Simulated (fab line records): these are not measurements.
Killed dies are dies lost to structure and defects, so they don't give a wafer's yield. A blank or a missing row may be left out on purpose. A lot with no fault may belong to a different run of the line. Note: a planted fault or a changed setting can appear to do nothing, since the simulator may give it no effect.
fab line records    flow gf180mcu
[record] lots = 15  wafers = 45  lastDay = 34
route steps=602 shown CONTACT@303 M1@317
lots that met no fault: taken from a fault-free run of the same line
startH: hours from the record's opening day to when the first of the lot's shown wafers began    waitH: how many hours have passed since the lot's step before this one    " unchanged from the row above    L1.1+2: a single row standing in for several wafers    - either no value or no given start    * or withheld: withheld    < > ~ a bound
route shown NAME@n: names a module that has steps shown in the file, with the first one's number in the route    usual: mean and standard deviation over wafers with no fault    same: alike in all rows    chamber/n: place in a boat    sites: each site's reading    _std_site: the values' standard deviation    _edge_site: the outer-site mean with the inner-site mean subtracted    radiusMm: for every site, how far away it sits from the centre of the wafer    mask NAME#n: copy n    behind: tool/chamber where the wafer was last shaped    hold: reason for holding the lot/hours on hold/outcome of the hold    device: the transistor (n, p or np) that didn't switch    end of line: the same wafers' tests at the end of the route    a step given without rows: its recipe and nothing more    killed: at the first sort, the dies lost to defects and structure; wafer yield is something else    map: the dies of a wafer, with x for killed, . for not killed, _ for no die there
set.NAME: the setting that was run; set.NAME@STEP: the one run at that earlier step    model.NAME: the simulator's own value behind a step, which no gauge read
route steps across a sampled set of lots; one table per step, one row per wafer
services: a tool's chamber out of use, with start hour (startH, from the record's first day; less than 0 if before it), hours out, and reason
[[steps]]
[step GF_CONTACT_ETCH_16]
[recipe] chemistry = N2/H2  targetDepthA = withheld  overetchA = withheld  timeS = withheld  target = BARC  ionEnergyEv = 200  sourceW = 500  biasW = 100  pressureMtorr = 30  n2FlowSccm = 100  h2FlowSccm = 200
[usual] drypumpMotorCurrentA = 5.6/0.46  oesProductAu = 0.854/0.0045  throttleValvePct = 13.225/0.0087
lot.wafer  tool        chamber  startH  waitH  drypumpMotorCurrentA  oesProductAu  throttleValvePct
L900.2     rieDiel-01  1        378.22  0.0    5.6                   0.855         13.219
L900.3     "           0        "       "      6.0                   0.853         13.222
L900.5     "           0        "       "      6.0                   0.856         13.236
L901.1     rieDiel-03  1        394.43  0.0    5.7                   0.851         13.220
L901.2     "           0        "       "      5.2                   0.854         13.227
L901.6     "           1        "       "      5.7                   0.858         13.217
L902.1     rieDiel-02  3        395.43  0.0    5.2                   0.856         13.227
L902.2     "           1        "       "      5.0                   0.854         13.199
L902.3     "           3        "       "      5.2                   0.856         13.230
L906.1     rieDiel-03  1        437.23  0.0    5.7                   0.851         13.219
L906.5     "           0        "       "      5.2                   0.863         13.236
L906.6     "           3        "       "      6.0                   0.856         13.224
L907.3     rieDiel-03  0        440.42  0.0    5.2                   0.857         13.211
L907.4     "           3        "       "      6.1                   0.853         13.229
L907.5     "           1        "       "      5.7                   0.857         13.222
L908.1     rieDiel-03  0        443.97  0.0    5.2                   0.850         13.242
L908.3     "           3        "       "      6.1                   0.853         13.223
L908.6     "           0        "       "      5.2                   0.856         13.222
L912.3     rieDiel-03  1        478.53  0.0    5.7                   0.854         13.233
L912.4     "           3        "       "      6.0                   0.849         13.234
L912.5     "           0        "       "      5.2                   0.856         13.215
L913.3     rieDiel-02  1        489.72  0.0    5.0                   0.846         13.231
L913.4     "           2        "       "      5.8                   0.856         13.220
L913.5     "           1        "       "      5.0                   0.853         13.221
L914.1     rieDiel-01  1        493.18  0.0    5.6                   0.854         13.239
L914.2     "           3        "       "      6.1                   0.853         13.227
L914.3     "           0        "       "      6.0                   0.850         13.208
L915.3     rieDiel-02  3        504.71  0.0    5.2                   0.857         13.213
L915.5     "           1        "       "      5.0                   0.854         13.227
L915.6     "           2        "       "      5.8                   0.856         13.226
L916.2     rieDiel-02  2        512.31  0.0    5.8                   0.854         13.220
L916.3     "           0        "       "      4.8                   0.852         13.232
L916.4     "           3        "       "      5.2                   0.858         13.239
L919.2     rieDiel-01  3        526.98  0.0    6.0                   0.854         13.231
L919.3     "           0        "       "      6.0                   0.854         13.218
L919.4     "           1        "       "      5.6                   0.858         13.214
L920.2     rieDiel-03  1        540.31  0.0    5.7                   0.862         13.238
L920.4     "           0        "       "      5.2                   0.861         13.217
L920.6     "           3        "       "      6.0                   0.857         13.224
L921.3     rieDiel-02  1        547.27  0.0    5.0                   0.853         13.211
L921.5     "           3        "       "      5.2                   0.852         13.214
L921.6     "           2        "       "      5.8                   0.855         13.221
L922.1     rieDiel-01  1        559.90  0.0    5.6                   0.849         13.219
L922.2     "           3        "       "      6.1                   0.853         13.230
L922.4     "           0        "       "      6.0                   0.849         13.216
[step GF_CONTACT_CVD_24]
[recipe] material = W  targetThkNm = 300  timeS = 90.339  tempC = 400  pressureTorr = 40
[usual] chamberPressureTorr = 40.01/0.1  heaterPowerW = 912/110
lot.wafer  tool     chamber  startH  waitH  chamberPressureTorr  heaterPowerW
L900.2     cvdW-01  1        378.78  0.0    39.92                790
L900.3     "        1        "       "      39.88                794
L900.5     "        0        "       "      40.07                1068
L901.1     cvdW-01  0        395.00  0.0    40.00                1049
L901.2     "        1        "       "      40.10                790
L901.6     "        1        "       "      39.94                783
L902.1     cvdW-01  1        396.08  0.0    40.08                772
L902.2     "        0        "       "      40.06                1076
L902.3     "        1        "       "      40.07                796
L906.1     cvdW-02  1        437.80  0.0    40.05                931
L906.5     "        0        "       "      39.94                867
L906.6     "        1        "       "      39.94                942
L907.3     cvdW-02  1        441.02  0.1    40.09                943
L907.4     "        0        "       "      39.83                826
L907.5     "        0        "       "      39.96                840
L908.1     cvdW-01  1        444.55  0.0    40.12                802
L908.3     "        1        "       "      40.06                755
L908.6     "        1        "       "      40.04                776
L912.3     cvdW-02  1        479.15  0.1    39.94                942
L912.4     "        0        "       "      40.06                852
L912.5     "        1        "       "      39.84                945
L913.3     cvdW-02  0        490.31  0.1    40.21                811
L913.4     "        1        "       "      40.03                958
L913.5     "        1        "       "      40.09                929
L914.1     cvdW-02  0        493.84  0.0    40.01                825
L914.2     "        1        "       "      40.04                957
L914.3     "        1        "       "      40.02                972
L915.3     cvdW-02  0        505.32  0.1    40.02                835
L915.5     "        1        "       "      39.99                945
L915.6     "        0        "       "      40.11                823
L916.2     cvdW-02  1        512.88  0.0    39.94                954
L916.3     "        1        "       "      39.94                923
L916.4     "        0        "       "      39.92                839
L919.2     cvdW-01  1        527.55  0.0    40.02                795
L919.3     "        1        "       "      40.09                791
L919.4     "        0        "       "      40.00                1074
L920.2     cvdW-01  1        540.88  0.0    40.07                788
L920.4     "        1        "       "      39.99                810
L920.6     "        0        "       "      39.87                1082
L921.3     cvdW-02  1        547.86  0.1    39.93                926
L921.5     "        0        "       "      39.87                850
L921.6     "        1        "       "      39.96                975
L922.1     cvdW-01  1        560.46  0.0    40.11                807
L922.2     "        0        "       "      40.02                1024
L922.4     "        1        "       "      39.91                824
[step GF_M1_SPUTTER_02]
[recipe] material = AlCu  targetThkNm = 450  powerW = 10600  timeS = 23.9  chamberPressurePa = 0.4
[usual] cathodeDcPowerW = 10600/1.9  chamberPressurePa = 0.4001/0.00077  throttleValvePct = 30.2/1.4
lot.wafer  tool           chamber  startH  waitH  cathodeDcPowerW  chamberPressurePa  throttleValvePct
L900.2     pvdSputter-03  -        379.49  0.0    10600            0.4002             29.8
L900.3     "              -        "       "      10602            0.3991             29.4
L900.5     "              -        "       "      10600            0.3985             29.4
L901.1     pvdSputter-01  -        395.71  0.0    10605            0.4005             29.9
L901.2     "              -        "       "      10600            0.4004             29.0
L901.6     "              -        "       "      10599            0.4007             28.9
L902.1     pvdSputter-03  -        396.79  0.0    10601            0.4007             29.2
L902.2     "              -        "       "      10601            0.4003             32.8
L902.3     "              -        "       "      10602            0.4004             29.2
L906.1     pvdSputter-03  -        438.62  0.0    -                -                  -
L906.5     "              -        "       "      -                -                  -
L906.6     "              -        "       "      -                -                  -
L907.3     pvdSputter-03  -        441.70  0.0    -                -                  -
L907.4     "              -        "       "      -                -                  -
L907.5     "              -        "       "      -                -                  -
L908.1     pvdSputter-01  -        445.26  0.0    -                -                  -
L908.3     "              -        "       "      -                -                  -
L908.6     "              -        "       "      -                -                  -
L912.3     pvdSputter-03  -        479.82  0.0    10599            0.4008             29.2
L912.4     "              -        "       "      10601            0.3992             29.4
L912.5     "              -        "       "      10603            0.3997             32.9
L913.3     pvdSputter-01  -        490.99  0.0    10604            0.3998             30.3
L913.4     "              -        "       "      10598            0.4000             29.6
L913.5     "              -        "       "      10601            0.3995             29.0
L914.1     pvdSputter-01  -        494.55  0.0    10601            0.4002             29.0
L914.2     "              -        "       "      10599            0.3993             28.9
L914.3     "              -        "       "      10604            0.3997             30.4
L915.3     pvdSputter-03  -        505.99  0.0    10597            0.3997             30.0
L915.5     "              -        "       "      10602            0.4017             29.6
L915.6     "              -        "       "      10599            0.4012             30.1
L916.2     pvdSputter-03  -        513.59  0.0    10601            0.3995             29.3
L916.3     "              -        "       "      10602            0.4010             29.7
L916.4     "              -        "       "      10599            0.3995             32.9
L919.2     pvdSputter-01  -        528.26  0.0    10601            0.4007             29.0
L919.3     "              -        "       "      10599            0.4007             30.5
L919.4     "              -        "       "      10601            0.3996             29.9
L920.2     pvdSputter-01  -        541.59  0.0    10603            0.4004             30.7
L920.4     "              -        "       "      10601            0.4004             28.6
L920.6     "              -        "       "      10604            0.3997             28.7
L921.3     pvdSputter-03  -        548.54  0.0    10599            0.3995             29.6
L921.5     "              -        "       "      10594            0.3990             29.2
L921.6     "              -        "       "      10602            0.4014             32.9
L922.1     pvdSputter-03  -        561.18  0.0    10599            0.4006             29.4
L922.2     "              -        "       "      10599            0.3995             33.0
L922.4     "              -        "       "      10599            0.3996             29.6
[step GF_M1_SPUTTER_03]
[recipe] material = Ti  targetThkNm = 10  substrateTempC = 300  chamberPressurePa = 0.3  powerW = 3000  timeS = 6.7
[usual] cathodeDcPowerW = 3000.0/0.6  chamberPressurePa = 0.3001/0.00068  throttleValvePct = 30.2/1.4
lot.wafer  tool           chamber  startH  waitH  cathodeDcPowerW  chamberPressurePa  throttleValvePct
L900.2     pvdSputter-03  -        379.52  0.0    3000.7           0.2998             30.2
L900.3     "              -        "       "      2999.7           0.3010             29.4
L900.5     "              -        "       "      2999.6           0.2990             29.4
L901.1     pvdSputter-01  -        395.74  0.0    2999.8           0.2990             29.9
L901.2     "              -        "       "      3000.8           0.2998             28.9
L901.6     "              -        "       "      3001.2           0.3000             28.8
L902.1     pvdSputter-03  -        396.82  0.0    3000.3           0.3001             29.3
L902.2     "              -        "       "      3000.0           0.2985             32.9
L902.3     "              -        "       "      2999.9           0.3000             29.2
L906.1     pvdSputter-03  -        438.65  0.0    3000.2           0.2994             33.1
L906.5     "              -        "       "      2999.6           0.2991             30.0
L906.6     "              -        "       "      3000.1           0.2991             29.4
L907.3     pvdSputter-03  -        441.73  0.0    3000.6           0.2997             29.7
L907.4     "              -        "       "      3000.6           0.3007             32.9
L907.5     "              -        "       "      3000.2           0.3005             33.4
L908.1     pvdSputter-01  -        445.29  0.0    2999.4           0.3014             28.8
L908.3     "              -        "       "      3000.5           0.3001             30.3
L908.6     "              -        "       "      2999.2           0.2999             28.9
L912.3     pvdSputter-03  -        479.85  0.0    3000.3           0.3002             29.3
L912.4     "              -        "       "      3000.0           0.3002             29.0
L912.5     "              -        "       "      2999.9           0.3013             32.8
L913.3     pvdSputter-01  -        491.02  0.0    2998.6           0.2993             30.5
L913.4     "              -        "       "      2999.4           0.3009             29.5
L913.5     "              -        "       "      2999.8           0.3000             29.1
L914.1     pvdSputter-01  -        494.58  0.0    3000.0           0.2998             29.0
L914.2     "              -        "       "      3000.3           0.2996             28.5
L914.3     "              -        "       "      3000.9           0.2997             30.4
L915.3     pvdSputter-03  -        506.02  0.0    2999.3           0.3007             29.9
L915.5     "              -        "       "      2999.9           0.2993             29.3
L915.6     "              -        "       "      3000.3           0.2992             29.9
L916.2     pvdSputter-03  -        513.62  0.0    3000.5           0.2998             29.3
L916.3     "              -        "       "      3000.1           0.2999             30.0
L916.4     "              -        "       "      3000.0           0.2985             33.0
L919.2     pvdSputter-01  -        528.29  0.0    2999.2           0.2997             28.7
L919.3     "              -        "       "      3000.1           0.2996             30.6
L919.4     "              -        "       "      2999.8           0.3002             30.2
L920.2     pvdSputter-01  -        541.62  0.0    2999.0           0.3013             30.5
L920.4     "              -        "       "      2999.8           0.3003             28.7
L920.6     "              -        "       "      2999.7           0.3004             29.1
L921.3     pvdSputter-03  -        548.57  0.0    3001.2           0.3010             29.0
L921.5     "              -        "       "      2999.5           0.2998             29.3
L921.6     "              -        "       "      2998.5           0.3000             32.9
L922.1     pvdSputter-03  -        561.21  0.0    3000.1           0.2994             29.3
L922.2     "              -        "       "      2999.8           0.3005             33.0
L922.4     "              -        "       "      2999.8           0.3003             29.5
[step GF_M1_RS_MEAS_05]
[recipe] thkMeasGauge = four-point-probe  reads = TiN_of_M1_SPUTTER_04+Ti_of_M1_SPUTTER_03+AlCu_of_M1_SPUTTER_02+TiN_of_M1_SPUTTER_01+Ti_of_M1_SPUTTER_00
[usual] M1_ALCU_RS = 0.0697/0.00068
lot.wafer  tool          chamber  startH  waitH  M1_ALCU_RS[ohm/sq]
L900.2     filmMetro-03  -        379.60  0.0    0.0698
L900.3     "             -        "       "      0.0702
L900.5     "             -        "       "      0.0692
L901.1     filmMetro-03  -        395.80  0.0    0.0699
L901.2     "             -        "       "      0.0690
L901.6     "             -        "       "      0.0693
L902.1     filmMetro-02  -        396.88  0.0    0.0704
L902.2     "             -        "       "      0.0703
L902.3     "             -        "       "      0.0698
L906.1     filmMetro-02  -        438.78  0.1    7.1754
L906.5     "             -        "       "      7.1940
L906.6     "             -        "       "      7.1003
L907.3     filmMetro-03  -        441.83  0.1    7.1685
L907.4     "             -        "       "      7.2495
L907.5     "             -        "       "      7.2112
L908.1     filmMetro-03  -        445.35  0.0    7.1591
L908.3     "             -        "       "      7.1774
L908.6     "             -        "       "      7.1662
L912.3     filmMetro-01  -        479.95  0.1    0.0695
L912.4     "             -        "       "      0.0699
L912.5     "             -        "       "      0.0704
L913.3     filmMetro-01  -        491.12  0.1    0.0694
L913.4     "             -        "       "      0.0695
L913.5     "             -        "       "      0.0694
L914.1     filmMetro-01  -        494.64  0.0    0.0696
L914.2     "             -        "       "      0.0692
L914.3     "             -        "       "      0.0703
L915.3     filmMetro-02  -        506.12  0.1    0.0694
L915.5     "             -        "       "      0.0692
L915.6     "             -        "       "      0.0689
L916.2     filmMetro-02  -        513.70  0.0    0.0685
L916.3     "             -        "       "      0.0693
L916.4     "             -        "       "      0.0700
L919.2     filmMetro-03  -        528.37  0.0    0.0678
L919.3     "             -        "       "      0.0689
L919.4     "             -        "       "      0.0689
L920.2     filmMetro-03  -        541.78  0.1    0.0700
L920.4     "             -        "       "      0.0698
L920.6     "             -        "       "      0.0696
L921.3     filmMetro-01  -        548.67  0.1    0.0686
L921.5     "             -        "       "      0.0692
L921.6     "             -        "       "      0.0693
L922.1     filmMetro-01  -        561.27  0.0    0.0686
L922.2     "             -        "       "      0.0690
L922.4     "             -        "       "      0.0696
[step GF_M1_THK_MEAS_06]
[recipe] thkMeasGauge = xrf  reads = AlCu_of_M1_SPUTTER_02
[usual] M1_ALCU_THK = 452/5.3
lot.wafer  tool          chamber  startH  waitH  M1_ALCU_THK[nm]
L900.2     filmMetro-03  -        379.71  0.1    450
L900.3     "             -        "       "      446
L900.5     "             -        "       "      454
L901.1     filmMetro-03  -        395.92  0.1    449
L901.2     "             -        "       "      456
L901.6     "             -        "       "      453
L902.1     filmMetro-02  -        397.00  0.1    448
L902.2     "             -        "       "      446
L902.3     "             -        "       "      452
L906.1     filmMetro-02  -        438.90  0.1    <0
L906.5     "             -        "       "      <0
L906.6     "             -        "       "      <0
L907.3     filmMetro-03  -        441.93  0.1    <0
L907.4     "             -        "       "      <0
L907.5     "             -        "       "      <0
L908.1     filmMetro-03  -        445.47  0.1    <0
L908.3     "             -        "       "      <0
L908.6     "             -        "       "      <0
L912.3     filmMetro-01  -        480.05  0.1    451
L912.4     "             -        "       "      445
L912.5     "             -        "       "      445
L913.3     filmMetro-01  -        491.22  0.1    453
L913.4     "             -        "       "      450
L913.5     "             -        "       "      450
L914.1     filmMetro-01  -        494.76  0.1    452
L914.2     "             -        "       "      452
L914.3     "             -        "       "      448
L915.3     filmMetro-02  -        506.22  0.1    456
L915.5     "             -        "       "      458
L915.6     "             -        "       "      459
L916.2     filmMetro-02  -        513.81  0.1    461
L916.3     "             -        "       "      460
L916.4     "             -        "       "      454
L919.2     filmMetro-03  -        528.48  0.1    468
L919.3     "             -        "       "      460
L919.4     "             -        "       "      458
L920.2     filmMetro-03  -        541.89  0.1    451
L920.4     "             -        "       "      454
L920.6     "             -        "       "      456
L921.3     filmMetro-01  -        548.77  0.1    453
L921.5     "             -        "       "      451
L921.6     "             -        "       "      450
L922.1     filmMetro-01  -        561.39  0.1    456
L922.2     "             -        "       "      454
L922.4     "             -        "       "      448
[step GF_M1_METAL_ETCH_16]
[recipe] chemistry = Cl2/BCl3  maskMaterial = KrF  targetDepthNm = 627.5  stopOn = SiO2  pressureMtorr = 8  icpW = 800  biasW = 140  Cl2_flow_sccm = 80  bcl3FlowSccm = 40  timeS = 104.6
[usual] drypumpMotorCurrentA = 5.4/0.42  oesProductAu = 0.970/0.0056  throttleValvePct = 28.252/0.011
lot.wafer  tool         chamber  startH  waitH  drypumpMotorCurrentA  oesProductAu  rfHoursCounterH  throttleValvePct
L900.2     rieMetal-02  0        402.82  0.0    5.1                   0.970         8                28.264
L900.3     "            0        "       "      5.1                   0.974         -                28.264
L900.5     "            1        "       "      5.0                   0.969         -                28.249
L901.1     rieMetal-02  1        419.17  0.0    5.0                   0.964         9                28.261
L901.2     "            0        "       "      5.1                   0.973         8                28.242
L901.6     "            0        "       "      5.1                   0.976         -                28.254
L902.1     rieMetal-01  1        420.12  0.0    5.5                   0.967         11               28.255
L902.2     "            0        "       "      5.7                   0.969         7                28.244
L902.3     "            1        "       "      5.5                   0.978         -                28.271
L906.1     rieMetal-04  1        463.88  0.0    6.3                   0.987         7                28.252
L906.5     "            1        "       "      6.4                   0.984         -                28.237
L906.6     "            0        "       "      5.4                   0.988         -                28.239
L907.3     rieMetal-02  0        466.22  0.1    5.1                   0.989         -                28.227
L907.4     "            1        "       "      5.0                   1.000         -                28.237
L907.5     "            0        "       "      5.1                   0.995         -                28.228
L908.1     rieMetal-01  1        469.68  0.0    5.5                   0.998         0                28.229
L908.3     "            0        "       "      5.7                   0.985         -                28.212
L908.6     "            0        "       "      5.7                   0.989         -                28.238
L912.3     rieMetal-01  0        503.24  0.1    5.7                   0.974         -                28.232
L912.4     "            1        "       "      5.5                   0.970         -                28.244
L912.5     "            1        "       "      5.5                   0.959         -                28.278
L913.3     rieMetal-01  1        514.99  0.1    5.5                   0.982         -                28.252
L913.4     "            0        "       "      5.7                   0.974         -                28.255
L913.5     "            1        "       "      5.5                   0.966         -                28.246
L914.1     rieMetal-01  0        518.53  0.0    5.7                   0.981         10               28.236
L914.2     "            1        "       "      5.5                   0.972         1                28.260
L914.3     "            0        "       "      5.7                   0.966         -                28.244
L915.3     rieMetal-01  1        528.75  0.1    5.6                   0.972         -                28.248
L915.5     "            1        "       "      5.5                   0.969         -                28.258
L915.6     "            0        "       "      5.7                   0.973         -                28.261
L916.2     rieMetal-04  1        537.36  0.0    6.4                   0.983         8                28.260
L916.3     "            1        "       "      6.4                   0.968         -                28.251
L916.4     "            0        "       "      5.4                   0.966         -                28.255
L919.2     rieMetal-02  1        550.65  0.1    5.0                   0.968         -                28.223
L919.3     "            1        "       "      5.0                   0.975         -                28.238
L919.4     "            1        "       "      5.0                   0.975         -                28.258
L920.2     rieMetal-02  1        564.15  0.1    5.0                   0.961         -                28.255
L920.4     "            1        "       "      5.0                   0.972         -                28.257
L920.6     "            1        "       "      5.0                   0.972         -                28.254
L921.3     rieMetal-04  0        571.28  0.1    5.3                   0.978         -                28.252
L921.5     "            0        "       "      5.3                   0.976         -                28.249
L921.6     "            1        "       "      6.4                   0.971         -                28.239
L922.1     rieMetal-02  1        582.54  0.0    5.0                   0.979         1                28.241
L922.2     "            0        "       "      5.1                   0.978         0                28.229
L922.4     "            0        "       "      5.1                   0.971         -                28.254
[[services]]
tool           chamber  startH  hours  kind
rieDiel-02     2        356.66  18.8   repair
pvdSputter-03  3        357.86  -      consumableReplace:kit
pvdSputter-03  3        357.86  18.0   scheduledDown
pvdSputter-03  3        357.86  18.0   ventCycle
cvdW-01        -        384.85  6.9    pm
rieDiel-02     2        389.22  15.4   repair
cvdW-02        -        390.00  14.0   pm
rieDiel-02     0        392.08  4.2    repair
rieMetal-02    -        394.79  1.0    repair
rieDiel-01     1        397.33  5.3    repair
rieDiel-01     -        431.01  2.8    pm
rieDiel-01     0        437.97  9.4    repair
rieDiel-03     2        506.69  21.9   repair
rieDiel-02     1        509.16  6.1    repair
rieDiel-01     2        522.78  9.4    repair
cvdW-02        -        523.30  4.3    pm
rieDiel-02     -        526.40  0.7    repair
rieDiel-02     1        528.17  13.7   repair
rieDiel-03     -        529.11  0.2    repair
cvdW-02        -        533.27  0.9    repair
rieDiel-03     0        548.97  65.0   repair
pvdSputter-03  2        562.77  -      consumableReplace:kit
pvdSputter-03  2        562.77  18.0   scheduledDown
pvdSputter-03  -        571.32  8.4    repair
[[key]]
[firstSign] step = GF_M1_SPUTTER_02  reading = toolRecord  direction = missing
[effect] step = GF_M1_RS_MEAS_05  reading = M1_ALCU_RS  direction = up  sigmas = 99+  usual = 0.0697  struck = 7.1780
[effect] step = GF_M1_THK_MEAS_06  reading = M1_ALCU_THK  direction = down  sigmas = 85  usual = 452  struck = <0
[effect] step = GF_M1_METAL_ETCH_16  reading = oesProductAu  direction = up  sigmas = 3.6  usual = 0.970  struck = 0.991
metAt GF_M1_SPUTTER_02
struckLots L906,L907,L908
laterRowsLeftOut L906.1,L906.5,L906.6,L907.3,L907.4,L907.5,L908.1,L908.3,L908.6
sortLeftOut L906.1,L906.5,L906.6,L907.3,L907.4,L907.5,L908.1,L908.3,L908.6
notActingAt GF_CONTACT_ETCH_16,GF_CONTACT_CVD_24,GF_M1_SPUTTER_03
onsetBetween 396.79 438.62
[fault] kind = skippedStepWhole  tool = pvdSputter-01,pvdSputter-03  chamber = -  onsetH = 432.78  steps = GF_M1_SPUTTER_02  scope = struckLotsOnly
// sortLeftOut: the simulated sort isn't trusted on such a fault, so these wafers' sort isn't shown, and their yield isn't known
// laterRowsLeftOut: the simulator's readings of these wafers behind a module that went badly wrong aren't trusted and aren't shown, but for the sort
